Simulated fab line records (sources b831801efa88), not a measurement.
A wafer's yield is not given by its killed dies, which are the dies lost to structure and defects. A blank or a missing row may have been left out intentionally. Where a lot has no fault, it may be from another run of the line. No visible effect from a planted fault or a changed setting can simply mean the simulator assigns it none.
Chamber matching + flow sfq line + cmp-02 running SFQ_TRILAYER_I0_CMP_CMP_028: 4 sister chambers
The step polishes SiO2. 14 wafers are shown with their chamber, then 7 later ones without.

== WAFERS WITH THEIR CHAMBER ==
| wafer  | chamber | motor current A (A) | slurry filter dp kPa (kPa) | time to endpoint s (s) |
|--------|---------|---------------------|----------------------------|------------------------|
| L784.1 | 3       | 10.9                | 13.68                      | 219                    |
| L784.2 | 0       | 10.3                | 13.45                      | 221                    |
| L784.4 | 2       | 10.6                | 13.62                      | 221                    |
| L786.1 | 3       | 11.4                | 13.38                      | 212                    |
| L786.2 | 2       | 9.9                 | 13.50                      | 202                    |
| L786.3 | 1       | 10.6                | 13.51                      | 208                    |
| L789.3 | 0       | 10.2                | 13.59                      | 203                    |
| L789.5 | 2       | 10.1                | 13.49                      | 211                    |
| L789.6 | 1       | 10.2                | 13.37                      | 216                    |
| L791.3 | 2       | 9.6                 | 13.37                      | 205                    |
| L791.4 | 1       | 10.1                | 13.25                      | 207                    |
| L791.5 | 2       | 10.0                | 13.44                      | 210                    |
| L795.1 | 3       | 11.1                | 13.31                      | 219                    |
| L795.5 | 1       | 10.5                | 13.37                      | 216                    |

SIGNATURES, as means of the wafers listed above
| reading              | chamber 0 | chamber 1 | chamber 2 | chamber 3 | scatter within a chamber |
|----------------------|-----------|-----------|-----------|-----------|--------------------------|
| motor current A      | 10.250    | 10.350    | 10.040    | 11.133    | 0.289                    |
| slurry filter dp kPa | 13.5200   | 13.3750   | 13.4840   | 13.4567   | 0.124                    |
| time to endpoint s   | 212.00    | 211.75    | 209.80    | 216.67    | 6.92                     |
Rule: for a wafer and a chamber, the distance is found by dividing, reading by reading, the gap between the wafer's reading and the chamber's mean by the reading's scatter, squaring, summing and taking the root. The wafer belongs to the nearest chamber; if the next one is less than 2 further off, it can't be placed. The scatter is the square root of a quotient: the sum, over the shown wafers, of each reading's squared deviation from its chamber's mean, divided by wafers minus chambers.

== WAFERS WITHOUT THEIR CHAMBER ==
| wafer  | motor current A (A) | slurry filter dp kPa (kPa) | time to endpoint s (s) |
|--------|---------------------|----------------------------|------------------------|
| L795.6 | 9.9                 | 13.80                      | 213                    |
| L799.4 | 11.4                | 13.61                      | 205                    |
| L799.5 | 10.1                | 13.51                      | 214                    |
| L799.6 | 10.9                | 13.49                      | 221                    |
| L800.1 | 10.6                | 13.52                      | 215                    |
| L800.5 | 9.5                 | 13.52                      | 211                    |
| L800.6 | 10.6                | 13.59                      | 211                    |

== EACH ONE'S CHAMBER ==
| wafer  | from the rows above               | in truth |
|--------|-----------------------------------|----------|
| L795.6 | can't be placed: 0 or 2 or 1      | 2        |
| L799.4 | can't be placed: 3 or 0 or 1      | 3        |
| L799.5 | can't be placed: 0 or 2 or 1      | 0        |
| L799.6 | can't be placed: 3 or 1 or 0      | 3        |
| L800.1 | can't be placed: 0 or 1 or 3 or 2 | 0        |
| L800.5 | can't be placed: 2 or 0 or 1      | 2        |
| L800.6 | can't be placed: 0 or 1 or 2 or 3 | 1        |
Correctly placed: 0 of 7. From these rows, 7 cannot be placed; in 7 the true chamber is one of the candidates. Wrongly placed: 0.
